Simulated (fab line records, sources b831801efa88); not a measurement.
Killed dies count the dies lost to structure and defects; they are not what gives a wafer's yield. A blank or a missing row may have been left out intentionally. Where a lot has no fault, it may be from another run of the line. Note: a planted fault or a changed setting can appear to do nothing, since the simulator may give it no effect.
Comparing a struck lot with a sound one -- flow sky130 -- 14 steps out of a route of 708
Sound: these wafers, L104.1, L104.2, L104.3. Wafers struck: L113.2, L113.3, L113.6. Last of all comes the cause.
At each step with rows: each side's tool, then ch and its chambers, then its first start. Under that, the readings that differ: sound wafers -- struck wafers -- difference of the means -- sigmas: that difference in standard deviations of wafers without a fault.
alike: words and numbers the same on both sides, and readings whose means are apart by under 2 such deviations; not compared: readings that were withheld, readings missing a value for some wafer, numbers with overlapping values and no deviation given by the record, and bounds like >300 which may hide the same value.
A row with sigmas, a row that says differs or no value, or rows on one side alone: a step with any of these is where the two part. Numbers that have no deviation but don't overlap get no sigmas and don't part them. Lack of a reading on every wafer of one side parts them only where that side has two or more wafers.

first, 3 steps without rows for these wafers: SKY_METAL3_CLEAN_21 (cleans in IPA, time 180 s); SKY_METAL3_CLEAN_22 (cleans in O3/DIW); SKY_VIA3_HDPCVD_00 (deposits SiO2, target thk 1635 nm, time 272.5 s).
SKY_VIA3_THK_MEAS_01:
  sound: film-metro-04 at day 42 07:49; struck: film-metro-04 at day 44 18:59
  alike: VIA3_HDPCVD_THK
SKY_VIA3_CMP_02: polishes SiO2.
  sound on cmp-02 ch 0,1,3, day 42 10:02; struck on cmp-02 ch 2,3, day 44 19:02
  alike: motor-current-A
SKY_VIA3_BOW_MEAS_03:
  sound: film-metro-02 at day 42 10:17; struck: film-metro-02 at day 44 19:21
  alike: VIA3_BOW
then, 6 steps without rows for these wafers: SKY_VIA3_DEHYDRATE_04 (time 60 s); SKY_VIA3_HMDS_05 (prime time 60 s); SKY_VIA3_COAT_06 (resist thk 60 nm); SKY_VIA3_COAT_07 (resist thk 450 nm); SKY_VIA3_SOFTBAKE_08 (time 90 s); SKY_VIA3_EXPOSE_09 (exposes mask VIM3, target cd 200 nm).
SKY_VIA3_PEB_10:
  sound on litho-track-01 ch 0, day 43 07:00; struck on litho-track-04, day 45 16:00
reading,sound,struck,difference,sigmas
exhaust-pa (Pa),46.1 46.0 46.4,- - -,no value on the struck wafers,
  not compared: chill-plate-temp-C
then, 1 step without rows for these wafers: SKY_VIA3_DEVELOP_11 (develop time 60 s).

WHERE THEY PART
SKY_VIA3_PEB_10 only, going by this record.

WHY: whatever the simulator had introduced
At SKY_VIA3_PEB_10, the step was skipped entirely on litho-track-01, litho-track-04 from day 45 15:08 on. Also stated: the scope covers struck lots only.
